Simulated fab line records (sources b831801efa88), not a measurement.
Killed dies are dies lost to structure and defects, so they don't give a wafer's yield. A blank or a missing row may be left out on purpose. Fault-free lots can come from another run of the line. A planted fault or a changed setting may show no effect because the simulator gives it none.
2 desks looking at one fault / flow sky130 / each desk has only its own numbers; what lay behind them comes last

== AT THE TOOL OWNER'S DESK: furnace-01 ==
The tool's own readings at SKY_SONOS_ONO_OXIDATION_00 (stabilise 600 s, purge 300 s, target thk 2.6 nm): means of the sampled wafers that have a number, for each lot that ran on this tool. Any lot whose mean is over 4 standard deviations away from the usual mean is out of limits and marked OUT; that distance is given in the brackets.
Columns: A = ramp-down-c-per-min at SKY_SONOS_ONO_OXIDATION_00, usual 2.9999; B = spike-tc-centre-C at SKY_SONOS_ONO_OXIDATION_00, usual 800.2 C; C = spike-tc-lower-C at SKY_SONOS_ONO_OXIDATION_00, usual 801.0 C; D = spike-tc-upper-C at SKY_SONOS_ONO_OXIDATION_00, usual 799.6 C; E = tube-center-temp-C at SKY_SONOS_ONO_OXIDATION_00, usual 800 C; F = tube_center_temp_C_max at SKY_SONOS_ONO_OXIDATION_00, usual 802.0
lot=L618; first seen here=day 11 15:03; A=3.0000; B=798.6; C=799.6; D=799.4; E=800; F=801.9
lot=L619; first seen here=day 12 00:10; A=3.0001; B=798.6; C=799.7; D=799.2; E=800; F=801.9
lot=L620; first seen here=day 12 19:44; A=3.0003; B=806.1 (+4.6) OUT; C=807.1; D=806.0 (+5.3) OUT; E=807 (+95) OUT; F=809.1 (+22) OUT
lot=L621; first seen here=day 12 19:44; A=2.9995; B=806.1 (+4.5) OUT; C=806.8; D=806.8 (+6.0) OUT; E=807 (+95) OUT; F=809.2 (+22) OUT
lot=L622; first seen here=day 12 22:15; A=2.9998; B=806.8 (+5.1) OUT; C=807.2; D=806.3 (+5.6) OUT; E=807 (+94) OUT; F=809.9 (+24) OUT
lot=L636; first seen here=day 17 09:14; A=2.9998; B=799.0; C=798.9; D=798.1; E=800; F=801.7
lot=L639; first seen here=day 18 06:38; A=3.0004; B=800.1; C=799.1; D=799.9; E=800; F=802.1
lot=L640; first seen here=day 18 18:25; A=3.0002; B=799.4; C=799.8; D=797.6; E=800; F=801.7
This desk's finding: out of limits on L620, L621, L622; first on L620, day 12 19:44 (spike-tc-centre-C at SKY_SONOS_ONO_OXIDATION_00). L618, L619, L636, L639, L640 stayed within limits.

== AT THE METROLOGY DESK ==
Lot by lot, what the gauges showed, no matter which tool ran the lot: averages of those sampled wafers that carry a number. Any lot whose mean is over 4 standard deviations away from the usual mean is out of limits and marked OUT; that distance is given in the brackets.
Columns: A = SONOS_ONO_OXIDATION_THK at SKY_SONOS_ONO_THK_MEAS_01, usual 2.60 nm
lot=L618; first seen here=day 11 16:23; A=2.58
lot=L619; first seen here=day 12 01:30; A=2.62
lot=L620; first seen here=day 12 21:05; A=2.89 (+5.2) OUT
lot=L621; first seen here=day 12 21:07; A=2.89 (+5.3) OUT
lot=L622; first seen here=day 12 23:36; A=2.85 (+4.6) OUT
lot=L631; first seen here=day 15 20:53; A=2.54
lot=L635; first seen here=day 17 06:38; A=2.68
lot=L636; first seen here=day 17 10:36; A=2.66
lot=L638; first seen here=day 18 00:20; A=2.57
lot=L639; first seen here=day 18 08:00; A=2.60
lot=L640; first seen here=day 18 19:47; A=2.62
This desk finds L620, L621, L622 out of limits, with the earliest case on L620 at day 12 21:05 (SONOS_ONO_OXIDATION_THK at SKY_SONOS_ONO_THK_MEAS_01). L618, L619, L631, L635, L636, L638, L639, L640 stayed within limits.

== TAKEN TOGETHER ==
On L620, L621, L622, at day 12 19:44, an alarm was possible from the tool owner's desk.
On L620, L621, L622, the metrology desk was in a position to raise an alarm at day 12 21:05.
Every lot named ran SKY_SONOS_ONO_OXIDATION_00 on furnace-01.

== WHAT THE SIMULATOR HAD INSERTED ==
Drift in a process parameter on furnace-01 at SKY_SONOS_ONO_OXIDATION_00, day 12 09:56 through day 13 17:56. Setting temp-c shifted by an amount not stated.
Shown lots that were struck: L620, L621, L622.
Counting hours from when the fault started, the first reading out of limits came at 10 for the tool owner's desk and at 11 for the metrology desk.
